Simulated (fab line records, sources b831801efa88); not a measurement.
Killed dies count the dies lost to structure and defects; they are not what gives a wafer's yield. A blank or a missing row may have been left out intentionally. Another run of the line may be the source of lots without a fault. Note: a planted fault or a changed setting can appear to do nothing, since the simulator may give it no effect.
A single fault, viewed from 2 desks || flow sky130 || numbers are kept per desk, each desk with only its own; the story behind them comes last

## FOR THE TOOL OWNER'S DESK: implanter-01
The tool's own readings at SKY_LDD_HVN_IMPLANT_08, given as means over the sampled wafers that have a number, one for each lot that went through this tool. The brackets show how far a lot's mean lies from the usual mean; more than 4 standard deviations puts the lot out of limits, marked OUT.
Columns: A = beamOnS at SKY_LDD_HVN_IMPLANT_08, usual 9.99 s; B = faradayCurrentUA at SKY_LDD_HVN_IMPLANT_08, usual 169
{"lot": "L550", "first seen here": "day 20 07:49", "A": 9.98, "B": 169}
{"lot": "L552", "first seen here": "day 20 21:37", "A": 10.13, "B": 167}
{"lot": "L551", "first seen here": "day 21 07:32", "A": 10.11, "B": 167}
{"lot": "L553", "first seen here": "day 21 10:43", "A": 9.95, "B": 170}
{"lot": "L554", "first seen here": "day 21 17:05", "A": 10.14, "B": 167}
{"lot": "L563", "first seen here": "day 25 04:59", "A": 9.84, "B": 172}
{"lot": "L564", "first seen here": "day 25 16:19", "A": 9.95, "B": 170}
{"lot": "L565", "first seen here": "day 26 01:04", "A": 10.11, "B": 167}
{"lot": "L573", "first seen here": "day 28 08:31", "A": 9.96, "B": 170}
Result from this desk: across the 9 lots, nothing is out of limits.

## AT THE METROLOGY DESK
What the gauges read, lot by lot, whatever tool the lot ran on: means of the sampled wafers that have a number. The brackets show how far a lot's mean lies from the usual mean; more than 4 standard deviations puts the lot out of limits, marked OUT.
Columns: A = LDD_HVN_OVL at SKY_LDD_HVN_OVL_MEAS_07, usual -1.2 nm; B = LDD_HVN_TW at SKY_LDD_HVN_TW_MEAS_10, usual 1436; C = LDD_LDN_OVL at SKY_LDD_LDN_OVL_MEAS_07, usual 0.1 nm
{"lot": "L550", "first seen here": "day 20 07:43", "A": 0.1, "B": 1437, "C": 0.3}
{"lot": "L552", "first seen here": "day 20 21:35", "A": -0.9, "B": 1444, "C": -0.1}
{"lot": "L551", "first seen here": "day 21 07:29", "A": -1.9, "B": 1437, "C": 0.0}
{"lot": "L553", "first seen here": "day 21 10:41", "A": -0.3, "B": 1398, "C": 2.5}
{"lot": "L554", "first seen here": "day 21 17:02", "A": -0.7, "B": 1399, "C": -2.4}
{"lot": "L562", "first seen here": "day 24 23:13", "A": -2.7, "B": 1426, "C": 0.5}
{"lot": "L563", "first seen here": "day 25 04:56", "A": -2.2, "B": 1420, "C": -0.9}
{"lot": "L564", "first seen here": "day 25 16:17", "A": -1.4, "B": 1443, "C": -2.3}
{"lot": "L565", "first seen here": "day 26 00:59", "A": -1.0, "B": 1428, "C": 0.1}
{"lot": "L566", "first seen here": "day 26 04:20", "A": -1.4, "B": 1442, "C": 3.9}
{"lot": "L569", "first seen here": "day 27 09:06", "A": -1.6, "B": 1431, "C": -0.9}
{"lot": "L572", "first seen here": "day 28 05:10", "A": -0.9, "B": 1455, "C": -0.8}
{"lot": "L573", "first seen here": "day 28 08:29", "A": -1.0, "B": 1430, "C": 1.0}
Result from this desk: across the 13 lots, nothing is out of limits.

## BROUGHT TOGETHER
The tool owner's desk saw nothing out of limits.
At the metrology desk, nothing out of limits was observed.

## WHAT HAD BEEN PUT IN BY THE SIMULATOR
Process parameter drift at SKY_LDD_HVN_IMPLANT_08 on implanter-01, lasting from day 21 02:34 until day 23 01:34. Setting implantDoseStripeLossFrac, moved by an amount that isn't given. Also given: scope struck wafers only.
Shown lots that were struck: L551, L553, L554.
